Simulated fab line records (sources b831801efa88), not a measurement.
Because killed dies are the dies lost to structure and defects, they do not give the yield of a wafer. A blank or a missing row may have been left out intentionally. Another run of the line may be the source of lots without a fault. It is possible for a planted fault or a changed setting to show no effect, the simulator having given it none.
A struck lot beside a sound one	flow gf180mcu	14 steps out of a route of 602
Sound: the wafers L312.4, L312.5, L312.6. The struck wafers were L305.2, L305.3, L305.4. Last of all comes the cause.
Order at every step that has rows: each side's tool, ch and its chambers, its first start. Under that, the readings that differ: sound wafers	struck wafers	difference of the means	sigmas: that difference in standard deviations of wafers without a fault.
alike: a reading whose means differ by less than 2 such deviations, as well as words and numbers matching on both sides. not compared: withheld readings; readings where some wafer has no value; bounds like >300 that might hide an equal value; numbers whose values overlap and for which the record gives no deviation.
A row with sigmas, a row that says differs or no value, or rows on one side alone: a step with any of these is where the two part. Numbers that don't overlap but have no deviation are shown without sigmas and don't part them. A reading that every wafer of one side lacks parts them only if that side has two wafers or more.

GF_M3_SPUTTER_00: material Ti, target thk 37.5 nm, time 150 s.
  struck on pvd_sputter-04, day 25 19:55; sound on pvd_sputter-03, day 27 15:22
  alike: throttle_valve_pct
GF_M3_SPUTTER_01: material TiN, target thk 30 nm, time 25 s.
  struck on pvd_sputter-04, day 25 20:01; sound on pvd_sputter-03, day 27 15:28
  alike: throttle_valve_pct
GF_M3_SPUTTER_02: material AlCu, target thk 450 nm, time 23.9 s.
  struck on pvd_sputter-04, day 25 20:03; sound on pvd_sputter-03, day 27 15:29
  alike: throttle_valve_pct
GF_M3_SPUTTER_03: material Ti, target thk 10 nm, time 6.7 s.
  struck on pvd_sputter-04, day 25 20:05; sound on pvd_sputter-03, day 27 15:31
  alike: throttle_valve_pct
GF_M3_SPUTTER_04: material TiN, target thk 50 nm, time 41.7 s.
  struck on pvd_sputter-04, day 25 20:06; sound on pvd_sputter-03, day 27 15:32
  alike: throttle_valve_pct
GF_M3_RS_MEAS_05: measurement is done with a four-point probe.
  struck on film_metro-03, day 25 20:10; sound on film_metro-03, day 27 15:38
  alike: M3_ALCU_RS
GF_M3_THK_MEAS_06: measures by xrf.
  struck on film_metro-03, day 25 20:16; sound on film_metro-03, day 27 15:44
  alike: M3_ALCU_THK
then, 5 steps without rows for these wafers: GF_M3_DEHYDRATE_07 (time 60 s); GF_M3_HMDS_08 (prime time 60 s); GF_M3_COAT_09 (resist thk 1000 nm); GF_M3_SOFTBAKE_10 (time 60 s); GF_M3_EXPOSE_11 (exposes mask Metal3, target cd 280 nm).
GF_M3_PEB_12: peb time 90 s.
  struck on litho_track-03, day 26 17:02; sound on litho_track-03 ch 0, day 28 10:56
  no value came back on the struck wafers for chill_plate_temp_C (C), exhaust_pa (Pa); on the sound wafers chill_plate_temp_C (C) reads 23.10 23.02 22.93
then, 1 step without rows for these wafers: GF_M3_DEVELOP_13 (develop time 60 s).

## WHERE THEY PART
GF_M3_PEB_12 only, going by this record.

WHY: the cause the simulator had injected
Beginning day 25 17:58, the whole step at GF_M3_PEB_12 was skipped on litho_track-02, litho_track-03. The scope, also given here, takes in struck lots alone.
